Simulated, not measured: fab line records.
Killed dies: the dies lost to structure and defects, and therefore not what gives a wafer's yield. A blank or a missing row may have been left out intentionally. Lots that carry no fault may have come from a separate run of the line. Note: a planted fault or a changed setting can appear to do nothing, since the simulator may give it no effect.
One fault seen from 2 desks ; flow sky130 ; what lay behind the numbers comes last; until then each desk has only its own

FROM THE METROLOGY DESK
Means of the sampled wafers that have a number, per lot and without regard to the tool the lot ran on: this is what the gauges read. Any lot whose mean is over 4 standard deviations away from the usual mean is out of limits and marked OUT; that distance is given in the brackets.
Columns: A = CAPM_OVL at SKY_CAPM_OVL_MEAS_12, usual -0.8 nm; B = VIA3_W_RS at SKY_VIA3_RS_MEAS_22, usual 0.292 ohm/sq
lot;first seen here;A;B
L597;day 37 07:45;0.7;0.291
L598;day 37 21:26;0.5;0.296
L599;day 38 01:59;1.5;0.290
L600;day 38 03:01;0.6;0.288
L610;day 41 08:26;-0.4;0.293
L611;day 41 14:09;-4.8;0.293
L612;day 41 23:32;-2.3;0.290
L614;day 42 15:05;-2.3;0.297
L615;day 42 18:08;-1.4;0.293
L616;day 43 03:10;-1.7;0.288
L617;day 43 10:38;-2.7;0.291
L618;day 43 16:01;-3.0;0.290
L620;day 44 14:20;-0.1;0.291
This desk found nothing out of limits on any of the 13 lots.

AT THE TOOL OWNER'S DESK: pvdSputter-04
The tool's own readings at SKY_METAL4_SPUTTER_02 (material AlCu, target thk 735 nm, time 39.1 s): means of the sampled wafers that have a number, for each lot that ran on this tool. Any lot whose mean is over 4 standard deviations away from the usual mean is out of limits and marked OUT; that distance is given in the brackets.
Columns: A = chamberPressurePa at SKY_METAL4_SPUTTER_02, usual 0.4000 Pa; B = throttleValvePct at SKY_METAL4_SPUTTER_02, usual 29.8 %
lot;first seen here;A;B
L597;day 39 14:21;0.3994;29.5
L598;day 40 02:05;0.4006;29.2
L599;day 40 07:43;0.3800 (-26) OUT;30.5
L610;day 43 11:43;0.3996;30.3
L611;day 43 17:05;0.4006;30.3
L612;day 44 00:14;0.3994;29.7
L614;day 44 15:36;0.4002;29.9
L616;day 45 03:34;0.3991;29.4
L620;day 46 11:53;0.4002;29.7
This desk finds L599 out of limits, L599 being first, at day 40 07:43 (chamberPressurePa at SKY_METAL4_SPUTTER_02). In limits: L597, L598, L610, L611, L612, L614, L616, L620.

BROUGHT TOGETHER
The tool owner's desk had the chance to raise an alarm at day 40 07:43 on L599.
The metrology desk saw nothing out of limits.
The metrology desk holds a record of L599, inside its limits.
All the named lots went through SKY_METAL4_SPUTTER_02 on pvdSputter-04.

WHAT THE SIMULATOR PUT IN
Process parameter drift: pvdSputter-04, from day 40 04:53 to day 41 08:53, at SKY_METAL4_SPUTTER_02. A move of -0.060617 in setting chamberPressurePa, from 0.4. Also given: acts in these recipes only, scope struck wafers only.
Struck lots among those shown: L599.
Hours from the fault's start to each desk's first reading out of limits: the tool owner's desk, 3.
